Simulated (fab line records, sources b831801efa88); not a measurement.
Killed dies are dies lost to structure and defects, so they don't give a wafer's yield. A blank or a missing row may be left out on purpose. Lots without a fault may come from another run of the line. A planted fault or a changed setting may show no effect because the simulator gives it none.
A struck lot beside a sound one | flow gf180mcu | 43 steps out of a route of 602
Sound: wafers L725.3, L725.4, L725.6. Struck: wafer L735.2. (L735.5, L735.6 of the same lot were not struck and are left out.) The cause comes at the end.
At each step with rows: each side's tool, then ch and its chambers, then its first start. Under that, the readings that differ: sound wafers | struck wafers | difference of the means | sigmas: that difference in standard deviations of wafers without a fault.
alike: readings whose means differ by less than 2 such deviations, and words and numbers that are the same on both sides. not compared: withheld readings, readings that some wafer has no value for, bounds like >300 that may hide the same value, and numbers for which the record gives no deviation and whose values overlap.
The two part at a step that has a row with sigmas, a row that says differs or no value, or rows on one side only. Numbers that don't overlap but have no deviation are shown without sigmas and don't part them. A reading that every wafer of one side lacks parts them only if that side has two wafers or more.

GF_VT_IMPLANT_RS_MEAS_49: measures by four-point-probe.
  sound on film_metro-02, day 7 21:13; struck on film_metro-03, day 10 13:29
  alike: MVPSD_RS
then, 4 steps without rows for these wafers: GF_VT_IMPLANT_WET_ETCH_50 (etches SiO2 in dHF, target depth 20 nm, time 400 s); GF_DUAL_GATE_CLEAN_00 (cleans in SC1/SC2, time 150 s); GF_DUAL_GATE_CLEAN_01 (cleans in dHF, time 20 s); GF_DUAL_GATE_OXIDATION_02 (stabilise 600 s, purge 300 s, target thk 10.887 nm).
GF_DUAL_GATE_THK_MEAS_03:
  sound on film_metro-02, day 8 02:14; struck on film_metro-04, day 10 15:23
  alike: DUAL_GATE_OXIDATION_00_THK
then, 6 steps without rows for these wafers: GF_DUAL_GATE_DEHYDRATE_04 (time 60 s); GF_DUAL_GATE_HMDS_05 (prime time 60 s); GF_DUAL_GATE_COAT_06 (resist thk 1000 nm); GF_DUAL_GATE_SOFTBAKE_07 (time 60 s); GF_DUAL_GATE_EXPOSE_08 (exposes mask Dualgate, target cd 700 nm); GF_DUAL_GATE_PEB_09.
GF_DUAL_GATE_DEVELOP_10: develop time 60 s.
  sound on litho_track-03 ch 0, day 8 17:44; struck on litho_track-03 ch 0, day 11 09:51
GF_DUAL_GATE_OVL_MEAS_11:
  sound on overlay-02, day 8 17:50; struck on overlay-02, day 11 09:59
  alike: DUAL_GATE_OVL
then, 1 step without rows for these wafers: GF_DUAL_GATE_WET_ETCH_12 (etches SiO2 in dHF, target depth 13 nm, time 260 s).
GF_DUAL_GATE_STRIP_13: strips in O2/N2.
  sound on plasma_asher-01 ch 0,1, day 8 17:59; struck on plasma_asher-01 ch 0, day 11 10:06
  reading                | sound | struck | difference                   | sigmas
  rf_hours_counter_h (h) | - - - | 13     | no value on the sound wafers |
  alike: drypump_motor_current_A, heater_power_w, n2_flow_sccm, oes_product_au, strip_time_to_endpoint_s
then, 3 steps without rows for these wafers: GF_DUAL_GATE_CLEAN_14 (cleans in SC1/SC2, time 150 s); GF_DUAL_GATE_OXIDATION_15 (stabilise 600 s, purge 300 s, target thk 7.098 nm); GF_POLY_GATE_CVD_00 (deposits poly-Si, target thk 200 nm, time 1200 s).
GF_POLY_GATE_THK_MEAS_01:
  sound on film_metro-03, day 8 21:02; struck on film_metro-04, day 11 16:27
  alike: POLY_GATE_CVD_00_THK
then, 8 steps without rows for these wafers: GF_POLY_GATE_DEHYDRATE_02 (time 60 s); GF_POLY_GATE_HMDS_03 (prime time 60 s); GF_POLY_GATE_COAT_04; GF_POLY_GATE_COAT_05 (resist thk 695.2 nm); GF_POLY_GATE_SOFTBAKE_06 (time 60 s); GF_POLY_GATE_EXPOSE_07 (exposes mask Poly2, target cd 280 nm); GF_POLY_GATE_PEB_08 (peb time 90 s); GF_POLY_GATE_DEVELOP_09 (develop time 60 s).
GF_POLY_GATE_CD_MEAS_10: target cd 280 nm.
  sound on cd_sem-01, day 9 13:30; struck on cd_sem-02, day 12 11:14
  alike: cd_nm
GF_POLY_GATE_OVL_MEAS_11:
  sound on overlay-02, day 9 13:35; struck on overlay-02, day 12 11:21
  alike: POLY_GATE_OVL
GF_POLY_GATE_ETCH_12: etches BARC in N2/H2.
  sound on rie_diel-03 ch 0,2, day 9 13:37; struck on rie_diel-03 ch 2, day 12 11:23
  alike: drypump_motor_current_A, n2_flow_sccm, oes_product_au, throttle_valve_pct
GF_POLY_GATE_ETCH_13: etches poly-Si in HBr/Cl2, stops on SiO2, target depth 198.5 nm, time 69.6 s.
  sound on rie_si-02 ch 1,2,3, day 9 13:40; struck on rie_si-02 ch 1, day 12 11:26
  alike: HBr_flow_sccm, drypump_motor_current_A, he_backside_leak_sccm, oes_product_au, throttle_valve_pct
  not compared: rf_hours_counter_h
GF_POLY_GATE_STRIP_14: strips in O2/N2.
  sound on plasma_asher-01 ch 0,1, day 9 13:45; struck on plasma_asher-03 ch 0, day 12 11:29
  reading                | sound | struck | difference                   | sigmas
  rf_hours_counter_h (h) | - - - | 66     | no value on the sound wafers |
  alike: drypump_motor_current_A, heater_power_w, n2_flow_sccm, oes_product_au
then, 2 steps without rows for these wafers: GF_POLY_GATE_CLEAN_15 (cleans in SC1/SC2, time 150 s); GF_POLY_GATE_OXIDATION_16 (stabilise 600 s, purge 300 s, target thk 4 nm).
GF_POLY_GATE_THK_MEAS_17:
  sound on film_metro-02, day 9 15:20; struck on film_metro-04, day 12 13:38
  alike: POLY_GATE_OXIDATION_THK
GF_POLY_GATE_CD_MEAS_18:
  sound on cd_sem-02, day 9 15:27; struck on cd_sem-01, day 12 13:43
  alike: cd_nm
then, 5 steps without rows for these wafers: GF_HV_LDD_DEHYDRATE_00 (time 60 s); GF_HV_LDD_HMDS_01 (prime time 60 s); GF_HV_LDD_COAT_02 (resist thk 1000 nm); GF_HV_LDD_SOFTBAKE_03 (time 60 s); GF_HV_LDD_EXPOSE_04 (exposes mask Nplus LV AREA, target cd 400 nm).
-- the record jumps here: 20 days lie between the struck wafers' starts before and after (it left off in module HV_LDD and takes up again in module PASSIVATION, whose first step shown is number 602 of the route) --
GF_PASSIVATION_PROBE_99:
  the record has rows for the struck wafers here (prober-02, day 32 08:19) and none for the sound ones

WHERE THEY PART
First at GF_DUAL_GATE_STRIP_13; last, within this record, at GF_PASSIVATION_PROBE_99.

WHY: what the simulator had put in
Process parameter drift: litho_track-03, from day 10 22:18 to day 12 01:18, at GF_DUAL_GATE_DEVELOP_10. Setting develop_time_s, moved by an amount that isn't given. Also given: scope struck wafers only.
